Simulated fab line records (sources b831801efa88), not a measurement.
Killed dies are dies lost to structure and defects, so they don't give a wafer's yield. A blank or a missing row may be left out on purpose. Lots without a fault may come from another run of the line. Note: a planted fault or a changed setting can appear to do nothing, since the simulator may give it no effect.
fab line records + flow sky130
record:
- lots: 12
- wafers: 36
- last-day: 50
route steps=708 shown POLY_GATE@218 LDD_HVP@288 CONTACT@406 METAL5@676 PAD_OPEN@708
lots with no fault: from the same line, run without faults
start-h: start of the lot's first displayed wafer, in hours after the record's first day + wait-h: hours from the lot's prior step to this one + " the same as in the row above + L1.1+2: a single row standing in for several wafers + - either no value or no given start + * or withheld: withheld + < > ~ a bound
route shown NAME@n: a module of which the file shows steps, and the number in the route of the first + usual: mean/standard deviation of fault-free wafers + same: alike in all rows + chamber/n: place in a boat + sites: per-site readings + _std_site: their standard deviation + _edge_site: outer sites' mean less inner sites' + radius-mm: how far each site lies from the wafer's centre + mask NAME#n: copy n + behind: the last tool/chamber to shape the wafer + hold: what put the lot on hold/how long, in hours/how the hold closed + device: the n, p or np transistor that did not switch + end of line: tests run on the same wafers once the route is complete + a step with no rows: only its recipe + killed: dies that structure and defects cost at the first sort, which is not the same as the wafer's yield + map: per-die view of a wafer (x killed, . not killed, _ where there is no die)
set.NAME: the setting the step ran with; set.NAME@STEP: the setting that earlier step ran with + model.NAME: the simulator's own value behind a step, which no gauge read
the route's steps for a sample of lots (tables are steps, rows are wafers)
services: from which hour (start-h, from the record's first day; less than 0 if before it) a tool's chamber was out of use, for how many hours, and why
== steps ==
step: SKY_POLY_GATE_THK_MEAS_04
recipe:
- reads: Si3N4_of_POLY_GATE_CVD_03
usual:
- POLY_GATE_CVD_03_THK: 75.4/0.64
| lot.wafer | tool          | chamber | start-h | wait-h | POLY_GATE_CVD_03_THK[nm] |
|-----------|---------------|---------|---------|--------|--------------------------|
| L790.1    | film-metro-01 | -       | 370.59  | 0.0    | 75.6                     |
| L790.4    | "             | -       | "       | "      | 75.5                     |
| L790.5    | "             | -       | "       | "      | 76.2                     |
| L792.2    | film-metro-01 | -       | 398.83  | 0.0    | 75.2                     |
| L792.5    | "             | -       | "       | "      | 75.0                     |
| L792.6    | "             | -       | "       | "      | 75.2                     |
| L794.1    | film-metro-02 | -       | 411.97  | 0.0    | 74.7                     |
| L794.4    | "             | -       | "       | "      | 74.8                     |
| L794.5    | "             | -       | "       | "      | 75.2                     |
| L793.1    | film-metro-03 | -       | 420.04  | 0.0    | 74.4                     |
| L793.4    | "             | -       | "       | "      | 75.5                     |
| L793.5    | "             | -       | "       | "      | 74.7                     |
| L802.1    | film-metro-02 | -       | 456.28  | 0.0    | 76.4                     |
| L802.2    | "             | -       | "       | "      | 76.7                     |
| L802.3    | "             | -       | "       | "      | 76.3                     |
| L800.3    | film-metro-01 | -       | 456.30  | 0.0    | 75.2                     |
| L800.5    | "             | -       | "       | "      | 74.2                     |
| L800.6    | "             | -       | "       | "      | 75.0                     |
| L803.2    | film-metro-03 | -       | 481.34  | 0.0    | 76.3                     |
| L803.3    | "             | -       | "       | "      | 76.1                     |
| L803.4    | "             | -       | "       | "      | 75.3                     |
| L805.2    | film-metro-02 | -       | 491.37  | 0.0    | 75.4                     |
| L805.4    | "             | -       | "       | "      | 74.6                     |
| L805.5    | "             | -       | "       | "      | 75.2                     |
| L806.3    | film-metro-03 | -       | 506.65  | 0.0    | 74.6                     |
| L806.4    | "             | -       | "       | "      | 74.9                     |
| L806.6    | "             | -       | "       | "      | 75.7                     |
| L810.1    | film-metro-03 | -       | 528.04  | 0.0    | 74.8                     |
| L810.3    | "             | -       | "       | "      | 74.5                     |
| L810.5    | "             | -       | "       | "      | 75.1                     |
| L811.1    | film-metro-01 | -       | 534.88  | 0.0    | 74.1                     |
| L811.2    | "             | -       | "       | "      | 74.4                     |
| L811.6    | "             | -       | "       | "      | 74.5                     |
| L812.1    | film-metro-02 | -       | 540.27  | 0.0    | 76.3                     |
| L812.2    | "             | -       | "       | "      | 76.0                     |
| L812.6    | "             | -       | "       | "      | 76.4                     |
step: SKY_LDD_HVP_TW_MEAS_10
usual:
- LDD_HVP_TW: 457.5/2.7
| lot.wafer | tool          | chamber | start-h | wait-h | LDD_HVP_TW |
|-----------|---------------|---------|---------|--------|------------|
| L790.1    | film-metro-04 | -       | 531.68  | 0.1    | 463.0      |
| L790.4    | "             | -       | "       | "      | 459.9      |
| L790.5    | "             | -       | "       | "      | 463.3      |
| L792.2    | film-metro-01 | -       | 558.69  | 0.1    | 456.2      |
| L792.5    | "             | -       | "       | "      | 456.3      |
| L792.6    | "             | -       | "       | "      | 455.5      |
| L794.1    | film-metro-01 | -       | 565.94  | 0.1    | 459.5      |
| L794.4    | "             | -       | "       | "      | 458.0      |
| L794.5    | "             | -       | "       | "      | 456.5      |
| L793.1    | film-metro-04 | -       | 576.19  | 0.1    | 459.9      |
| L793.4    | "             | -       | "       | "      | 460.2      |
| L793.5    | "             | -       | "       | "      | 461.9      |
| L800.3    | film-metro-04 | -       | 608.61  | 0.1    | 458.5      |
| L800.5    | "             | -       | "       | "      | 454.9      |
| L800.6    | "             | -       | "       | "      | 455.1      |
| L802.1    | film-metro-02 | -       | 609.73  | 0.1    | 458.2      |
| L802.2    | "             | -       | "       | "      | 454.9      |
| L802.3    | "             | -       | "       | "      | 454.5      |
| L803.2    | film-metro-02 | -       | 634.19  | 0.1    | 453.8      |
| L803.3    | "             | -       | "       | "      | 455.1      |
| L803.4    | "             | -       | "       | "      | 455.2      |
| L805.2    | film-metro-04 | -       | 641.90  | 0.1    | 460.1      |
| L805.4    | "             | -       | "       | "      | 458.8      |
| L805.5    | "             | -       | "       | "      | 458.7      |
| L806.3    | film-metro-04 | -       | 655.96  | 0.1    | 461.4      |
| L806.4    | "             | -       | "       | "      | 463.4      |
| L806.6    | "             | -       | "       | "      | 459.3      |
| L810.1    | film-metro-04 | -       | 676.24  | 0.1    | 460.3      |
| L810.3    | "             | -       | "       | "      | 461.0      |
| L810.5    | "             | -       | "       | "      | 460.4      |
| L811.1    | film-metro-04 | -       | 680.53  | 0.1    | 460.0      |
| L811.2    | "             | -       | "       | "      | 457.9      |
| L811.6    | "             | -       | "       | "      | 458.9      |
| L812.1    | film-metro-02 | -       | 686.94  | 0.1    | 454.3      |
| L812.2    | "             | -       | "       | "      | 454.1      |
| L812.6    | "             | -       | "       | "      | 455.6      |
step: SKY_CONTACT_CVD_00
recipe:
- material: Si3N4
- target-thk-nm: 75
- temp-c: 400
- time-s: withheld
- rf-w: 450
usual:
- heater-power-outer-w: 443/63
- heater-power-w: 714/100
| lot.wafer | tool     | chamber | start-h | wait-h | heater-power-outer-w | heater-power-w |
|-----------|----------|---------|---------|--------|----------------------|----------------|
| L790.1    | pecvd-02 | 0       | 736.14  | 0.0    | 364                  | 567            |
| L790.4    | "        | 0       | "       | "      | 379                  | 573            |
| L790.5    | "        | 1       | "       | "      | 465                  | 800            |
| L792.2    | pecvd-02 | 0       | 762.16  | 0.0    | 308                  | 498            |
| L792.5    | "        | 2       | "       | "      | 358                  | 590            |
| L792.6    | "        | 0       | "       | "      | 317                  | 498            |
| L794.1    | pecvd-02 | 2       | 765.40  | 0.0    | 372                  | 622            |
| L794.4    | "        | 0       | "       | "      | 364                  | 551            |
| L794.5    | "        | 1       | "       | "      | 524                  | 885            |
| L793.1    | pecvd-04 | 0       | 777.41  | 0.0    | 479                  | 716            |
| L793.4    | "        | 1       | "       | "      | 464                  | 811            |
| L793.5    | "        | 0       | "       | "      | 474                  | 731            |
| L802.1    | pecvd-04 | 0       | 829.66  | 0.0    | 468                  | 717            |
| L802.2    | "        | 2       | "       | "      | 457                  | 784            |
| L802.3    | "        | 1       | "       | "      | 473                  | 817            |
| L800.3    | pecvd-02 | 2       | 831.88  | 0.0    | 414                  | 665            |
| L800.5    | "        | 1       | "       | "      | 491                  | 842            |
| L800.6    | "        | 2       | "       | "      | 407                  | 659            |
| L803.2    | pecvd-03 | 0       | 832.71  | 0.0    | 499                  | 755            |
| L803.3    | "        | 2       | "       | "      | 526                  | 788            |
| L803.4    | "        | 1       | "       | "      | 507                  | 763            |
| L805.2    | pecvd-04 | 0       | 838.61  | 0.0    | 430                  | 666            |
| L805.4    | "        | 2       | "       | "      | 429                  | 703            |
| L805.5    | "        | 1       | "       | "      | 382                  | 671            |
| L806.3    | pecvd-02 | 0       | 849.92  | 0.0    | 382                  | 581            |
| L806.4    | "        | 1       | "       | "      | 481                  | 804            |
| L806.6    | "        | 0       | "       | "      | 379                  | 591            |
| L810.1    | pecvd-04 | 2       | 873.81  | 0.0    | 450                  | 757            |
| L810.3    | "        | 1       | "       | "      | 486                  | 839            |
| L810.5    | "        | 1       | "       | "      | 495                  | 830            |
| L811.1    | pecvd-02 | 1       | 878.02  | 0.0    | 503                  | 846            |
| L811.2    | "        | 2       | "       | "      | 386                  | 644            |
| L811.6    | "        | 0       | "       | "      | 351                  | 543            |
| L812.1    | pecvd-02 | 1       | 882.25  | 0.0    | 505                  | 855            |
| L812.2    | "        | 2       | "       | "      | 419                  | 687            |
| L812.6    | "        | 1       | "       | "      | 510                  | 845            |
step: SKY_METAL5_METAL_ETCH_15
recipe:
- target-depth-a: 12600
- stop-on: SiO2
- over-etch-frac: 0.2
- time-s: 252
- chemistry: Cl2/BCl3
- resist-sidewall-deg: 86
- pressure-mtorr: 10
- icp-w: 900
- bias-w: 48.5
- Cl2_flow_sccm: 60
- bcl3-flow-sccm: 30
usual:
- bcl3-flow-sccm: 29.99/0.086
- drypump-motor-current-A: 6.03/0.25
- oes-product-au: 0.894/0.0051
- over-etch-frac: 0.2/0
- throttle-valve-pct: 22.265/0.0088
| lot.wafer | tool         | chamber | start-h | wait-h | bcl3-flow-sccm | drypump-motor-current-A | oes-product-au | over-etch-frac | rf-hours-counter-h | throttle-valve-pct |
|-----------|--------------|---------|---------|--------|----------------|-------------------------|----------------|----------------|--------------------|--------------------|
| L790.1    | rie-metal-01 | 1       | 1049.39 | 0.0    | 29.89          | 5.96                    | 0.896          | 0.2            | 9                  | 22.265             |
| L790.4    | "            | 0       | "       | "      | 29.92          | 5.98                    | 0.903          | 0.2            | -                  | 22.258             |
| L790.5    | "            | 0       | "       | "      | 30.06          | 5.98                    | 0.892          | 0.2            | -                  | 22.274             |
| L792.2    | rie-metal-01 | 0       | 1068.04 | 0.0    | 29.81          | 5.97                    | 0.898          | 0.2            | 21                 | 22.260             |
| L792.5    | "            | 0       | "       | "      | 29.76          | 5.98                    | 0.892          | 0.2            | -                  | 22.261             |
| L792.6    | "            | 1       | "       | "      | 30.01          | 5.99                    | 0.888          | 0.2            | -                  | 22.273             |
| L794.1    | rie-metal-03 | 0       | 1073.68 | 0.0    | 30.11          | 5.84                    | 0.892          | 0.2            | 12                 | 22.275             |
| L794.4    | "            | 1       | "       | "      | 29.92          | 6.39                    | 0.890          | 0.2            | -                  | 22.266             |
| L794.5    | "            | 0       | "       | "      | 30.11          | 5.84                    | 0.904          | 0.2            | -                  | 22.263             |
| L793.1    | rie-metal-03 | 0       | 1081.48 | 0.0    | 29.83          | 5.84                    | 0.894          | 0.2            | 13                 | 22.277             |
| L793.4    | "            | 0       | "       | "      | 29.92          | 5.86                    | 0.889          | 0.2            | -                  | 22.253             |
| L793.5    | "            | 1       | "       | "      | 30.00          | 6.40                    | 0.898          | 0.2            | -                  | 22.274             |
| L802.1    | rie-metal-01 | 1       | 1122.19 | 0.0    | 29.99          | 5.95                    | 0.896          | 0.1874         | 15                 | 22.251             |
| L802.2    | "            | 0       | "       | "      | 29.96          | 5.99                    | 0.893          | 0.1874         | 25                 | 22.278             |
| L802.3    | "            | 1       | "       | "      | 30.04          | 5.94                    | 0.898          | 0.1874         | -                  | 22.265             |
| L800.3    | rie-metal-01 | 1       | 1125.05 | 0.1    | 30.02          | 5.95                    | 0.900          | 0.1874         | -                  | 22.274             |
| L800.5    | "            | 1       | "       | "      | 30.00          | 5.95                    | 0.912          | 0.1874         | -                  | 22.245             |
| L800.6    | "            | 0       | "       | "      | 29.98          | 6.01                    | 0.908          | 0.1874         | -                  | 22.268             |
| L803.2    | rie-metal-03 | 1       | 1126.99 | 0.0    | 30.06          | 6.40                    | 0.893          | 0.2            | 15                 | 22.273             |
| L803.3    | "            | 0       | "       | "      | 29.98          | 5.82                    | 0.890          | 0.2            | -                  | 22.260             |
| L803.4    | "            | 1       | "       | "      | 30.06          | 6.40                    | 0.897          | 0.2            | -                  | 22.261             |
| L805.2    | rie-metal-03 | 0       | 1134.64 | 0.0    | 30.06          | 5.85                    | 0.897          | 0.2            | 17                 | 22.279             |
| L805.4    | "            | 0       | "       | "      | 30.03          | 5.83                    | 0.888          | 0.2            | -                  | 22.253             |
| L805.5    | "            | 0       | "       | "      | 29.97          | 5.82                    | 0.897          | 0.2            | -                  | 22.277             |
| L806.3    | rie-metal-03 | 1       | 1139.66 | 0.1    | 30.14          | 6.41                    | 0.901          | 0.2            | -                  | 22.270             |
| L806.4    | "            | 0       | "       | "      | 29.95          | 5.84                    | 0.892          | 0.2            | -                  | 22.261             |
| L806.6    | "            | 1       | "       | "      | 30.04          | 6.37                    | 0.890          | 0.2            | -                  | 22.273             |
| L810.1    | rie-metal-03 | 1       | 1158.43 | 0.0    | 29.87          | 6.39                    | 0.882          | 0.2            | 19                 | 22.274             |
| L810.3    | "            | 1       | "       | "      | 30.01          | 6.40                    | 0.893          | 0.2            | -                  | 22.266             |
| L810.5    | "            | 0       | "       | "      | 29.90          | 5.85                    | 0.884          | 0.2            | -                  | 22.270             |
| L811.1    | rie-metal-03 | 1       | 1160.14 | 0.0    | 29.98          | 6.39                    | 0.892          | 0.2            | 19                 | 22.258             |
| L811.2    | "            | 0       | "       | "      | 29.87          | 5.85                    | 0.895          | 0.2            | 20                 | 22.269             |
| L811.6    | "            | 0       | "       | "      | 29.99          | 5.81                    | 0.898          | 0.2            | -                  | 22.272             |
| L812.1    | rie-metal-02 | 1       | 1163.68 | 0.0    | 30.02          | 5.66                    | 0.892          | 0.2            | 19                 | 22.264             |
| L812.2    | "            | 0       | "       | "      | 30.04          | 6.15                    | 0.898          | 0.2            | 16                 | 22.251             |
| L812.6    | "            | 1       | "       | "      | 30.00          | 5.68                    | 0.888          | 0.2            | -                  | 22.268             |
step: SKY_PAD_OPEN_PROBE_99
usual:
- defect-limited-yield: 82.3/1.8
- killed_at_M0_to_M3: 44/6.9
- killed_at_M4_up: 3.3/1.7
- killed-at-contacts: 24/5.5
- killed-at-front-end: 16/4.5
- killed-at-other: 0.2/0.46
- killed-dies: 87/9.1
- killed-open: 48/7.3
- killed-short: 39/6.2
- sort_bin_3_pad_short: 0.9/0.4
- sort_bin_5_function: 10.4/1.5
- sort_bin_6_memory: 6.4/1.2
- sort-n-pass: 405/9.1
- sort-yield-pct: 82.3/1.8
same:
- gross-dies: 492
- killed-at-back-side: 0
- sort_bin_4_leakage[%]: 0
- sort_bin_8_speed[%]: 0
| lot.wafer | tool      | chamber | start-h | wait-h | defect-limited-yield[%] | killed_at_M0_to_M3 | killed_at_M4_up | killed-at-contacts | killed-at-front-end | killed-at-other | killed-dies | killed-open | killed-short | sort_bin_3_pad_short[%] | sort_bin_5_function[%] | sort_bin_6_memory[%] | sort-n-pass | sort-yield-pct[%] |
|-----------|-----------|---------|---------|--------|-------------------------|--------------------|-----------------|--------------------|---------------------|-----------------|-------------|-------------|--------------|-------------------------|------------------------|----------------------|-------------|-------------------|
| L790.1    | prober-02 | -       | 1098.37 | 0.1    | 82.3                    | 40                 | 5               | 22                 | 20                  | 0               | 87          | 50          | 37           | 1.0                     | 9.3                    | 7.3                  | 405         | 82.3              |
| L790.4    | prober-02 | -       | 1098.52 | 0.2    | 81.9                    | 42                 | 5               | 27                 | 15                  | 0               | 89          | 53          | 36           | 1.2                     | 10.6                   | 6.3                  | 403         | 81.9              |
| L790.5    | prober-02 | -       | 1098.57 | 0.2    | 81.1                    | 45                 | 8               | 24                 | 16                  | 0               | 93          | 46          | 47           | 1.2                     | 12.0                   | 5.7                  | 399         | 81.1              |
| L805.2    | prober-01 | -       | 1176.51 | 0.1    | 78.0                    | 58                 | 6               | 25                 | 19                  | 0               | 108         | 57          | 51           | 0.4                     | 13.2                   | 8.3                  | 384         | 78.0              |
| L805.4    | prober-01 | -       | 1176.61 | 0.2    | 85.8                    | 41                 | 1               | 20                 | 8                   | 0               | 70          | 42          | 28           | 0.6                     | 7.1                    | 6.5                  | 422         | 85.8              |
| L805.5    | prober-01 | -       | 1176.66 | 0.2    | 82.3                    | 44                 | 3               | 21                 | 19                  | 0               | 87          | 45          | 42           | 0.4                     | 12.6                   | 4.7                  | 405         | 82.3              |
killed by level:class
L790.1 LI_CONTACT:geometric-particle:open=8 CONTACT:geometric-particle:open=8 VIA1:geometric-particle:open=6 FIELD_ISO:geometric-particle:open=6 POLY_GATE:geometric-particle:open=6 METAL2:geometric-particle:short=6 FIELD_ISO:geometric-particle:short=5 VIA2:geometric-particle:open=5
L790.4 CONTACT:geometric-particle:open=13 VIA1:geometric-particle:open=10 VIA2:geometric-particle:open=10 FIELD_ISO:geometric-particle:short=8 VIA3:geometric-particle:open=8 LI_CONTACT:geometric-particle:open=5 LI_CONTACT:geometric-particle:short=4 METAL2:geometric-particle:short=4
L790.5 LI_CONTACT:geometric-particle:open=8 VIA1:geometric-particle:open=8 METAL1:geometric-particle:short=7 VIA3:geometric-particle:open=7 CONTACT:geometric-particle:open=7 METAL4:geometric-particle:short=7 POLY_GATE:geometric-particle:short=5 POLY_GATE:geometric-particle:open=5
L805.2 VIA1:geometric-particle:open=12 CONTACT:geometric-particle:open=11 VIA1:geometric-particle:short=11 VIA2:geometric-particle:open=7 FIELD_ISO:geometric-particle:open=6 METAL1:geometric-particle:short=6 METAL4:geometric-particle:short=6 VIA3:geometric-particle:open=6
L805.4 CONTACT:geometric-particle:open=10 VIA1:geometric-particle:open=10 METAL1:geometric-particle:short=6 VIA3:geometric-particle:open=5 METAL2:geometric-particle:short=4 VIA2:geometric-particle:open=4 POLY_GATE:geometric-particle:open=3 LI_CONTACT:geometric-particle:open=3
L805.5 CONTACT:geometric-particle:open=11 VIA1:geometric-particle:open=9 POLY_GATE:geometric-particle:short=8 METAL1:geometric-particle:short=8 VIA2:geometric-particle:open=7 VIA1:geometric-particle:short=5 METAL2:geometric-particle:short=4 FIELD_ISO:geometric-particle:open=3
== services ==
| tool         | chamber | start-h | hours | kind   |
|--------------|---------|---------|-------|--------|
| pecvd-03     | -       | 725.91  | 14.6  | pm     |
| rie-metal-03 | 0       | 728.97  | 12.9  | repair |
| pecvd-04     | 2       | 802.83  | 6.8   | repair |
| rie-metal-01 | 1       | 811.51  | 9.1   | repair |
| rie-metal-02 | -       | 826.27  | 0.3   | repair |
| pecvd-02     | -       | 827.32  | 0.5   | repair |
| rie-metal-01 | 1       | 838.27  | 71.5  | repair |
| pecvd-03     | -       | 863.18  | 1.9   | repair |
| rie-metal-02 | 0       | 899.43  | 2.2   | repair |
| pecvd-03     | 0       | 918.08  | 24.8  | repair |
| pecvd-04     | 0       | 952.18  | 7.3   | repair |
| pecvd-04     | -       | 952.31  | 2.8   | pm     |
| rie-metal-02 | -       | 959.38  | 1.4   | pm     |
| rie-metal-01 | -       | 1013.32 | 4.3   | pm     |
| pecvd-03     | 2       | 1030.09 | 38.7  | repair |
| rie-metal-02 | 0       | 1050.36 | 7.2   | repair |
| pecvd-03     | 1       | 1056.90 | 3.6   | repair |
| pecvd-02     | 2       | 1061.04 | 21.3  | repair |
| rie-metal-01 | 1       | 1070.85 | 1.1   | repair |
| pecvd-02     | 1       | 1098.20 | 10.1  | repair |
| rie-metal-02 | 1       | 1102.33 | 3.0   | repair |
| pecvd-03     | -       | 1116.78 | 0.7   | repair |
| pecvd-04     | 2       | 1138.73 | 2.9   | repair |
| rie-metal-03 | -       | 1146.34 | 1.4   | pm     |
== key ==
first-sign:
- step: SKY_METAL5_METAL_ETCH_15
- reading: over-etch-frac
- direction: down
- sigmas: 99+
- usual: 0.2
- struck: 0.1874
effect:
- step: SKY_METAL5_METAL_ETCH_15
- reading: oes-product-au
- direction: up
- sigmas: 1.4
- usual: 0.894
- struck: 0.901
met-at SKY_METAL5_METAL_ETCH_15
struck-lots L800,L802
not-acting-at SKY_POLY_GATE_THK_MEAS_04,SKY_LDD_HVP_TW_MEAS_10,SKY_CONTACT_CVD_00
onset-between 1068.04 1122.19
fault:
- kind: process-parameter-drift
- tool: rie-metal-01
- chamber: -
- onset-h: 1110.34
- steps: SKY_METAL5_METAL_ETCH_15
- channel: over-etch-frac
- offset: -0.012598
- shape: step
- end-h: 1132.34
- acts-in: these-recipes-only
- stated: 0.2
